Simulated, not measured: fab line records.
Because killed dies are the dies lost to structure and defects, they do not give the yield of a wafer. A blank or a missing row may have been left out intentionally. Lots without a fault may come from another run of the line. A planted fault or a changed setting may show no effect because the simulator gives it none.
The same fault as seen by 2 desks || flow sky130 || numbers are kept per desk, each desk with only its own; the story behind them comes last

== DESK OF THE TOOL OWNER: rie diel-02 ==
The tool's own readings at SKY_CONTACT_ETCH_18 (etches Si3N4 in CHF3/O2, stops on TiN, time 39 s, target depth 75 nm): means of the sampled wafers that have a number, for each lot that ran on this tool. A lot is out of limits, marked OUT, if its mean lies more than 4 standard deviations from the usual mean; the brackets give that distance.
Columns: A = chamber pressure mTorr at SKY_CONTACT_ETCH_18, usual 40.00 mTorr; B = drypump motor current A at SKY_CONTACT_ETCH_18, usual 5.6 A; C = oes product au at SKY_CONTACT_ETCH_18, usual 0.851 a.u.; D = throttle valve pct at SKY_CONTACT_ETCH_18, usual 8.794 %
{"lot": "L737", "first seen here": "day 33 07:00", "A": 40.01, "B": 5.4, "C": 0.862, "D": 8.796}
{"lot": "L743", "first seen here": "day 35 20:00", "A": 40.00, "B": 5.4, "C": 0.846, "D": 8.799}
{"lot": "L745", "first seen here": "day 36 02:00", "A": 40.02, "B": 6.0, "C": 0.852, "D": 8.797}
{"lot": "L756", "first seen here": "day 39 09:00", "A": 40.00, "B": 6.0, "C": 0.848, "D": 8.795}
Result from this desk: across the 4 lots, nothing is out of limits.

== THE METROLOGY DESK ==
What the gauges read for every lot (on any tool): the sampled wafers with a number, averaged. A lot is out of limits, marked OUT, if its mean lies more than 4 standard deviations from the usual mean; the brackets give that distance.
Columns: A = cd nm at SKY_METAL4_CD_MEAS_13, usual 300.1 nm
{"lot": "L734", "first seen here": "day 41 19:19", "A": 300.1}
{"lot": "L735", "first seen here": "day 41 20:10", "A": 298.1}
{"lot": "L737", "first seen here": "day 43 08:31", "A": 301.1}
{"lot": "L743", "first seen here": "day 45 11:15", "A": 298.2}
{"lot": "L744", "first seen here": "day 45 13:54", "A": 299.3}
{"lot": "L746", "first seen here": "day 45 15:47", "A": 303.2}
{"lot": "L745", "first seen here": "day 45 16:07", "A": 303.8}
{"lot": "L747", "first seen here": "day 45 16:25", "A": 300.4}
{"lot": "L749", "first seen here": "day 46 03:43", "A": 298.1}
{"lot": "L751", "first seen here": "day 46 05:08", "A": 300.0}
{"lot": "L753", "first seen here": "day 46 18:18", "A": 299.3}
{"lot": "L755", "first seen here": "day 48 03:58", "A": 299.8}
{"lot": "L756", "first seen here": "day 48 05:07", "A": 300.7}
Result from this desk: across the 13 lots, nothing is out of limits.

== BROUGHT TOGETHER ==
Nothing out of limits was seen by the tool owner's desk.
At the metrology desk, nothing out of limits was observed.

== WHAT THE SIMULATOR HAD INSERTED ==
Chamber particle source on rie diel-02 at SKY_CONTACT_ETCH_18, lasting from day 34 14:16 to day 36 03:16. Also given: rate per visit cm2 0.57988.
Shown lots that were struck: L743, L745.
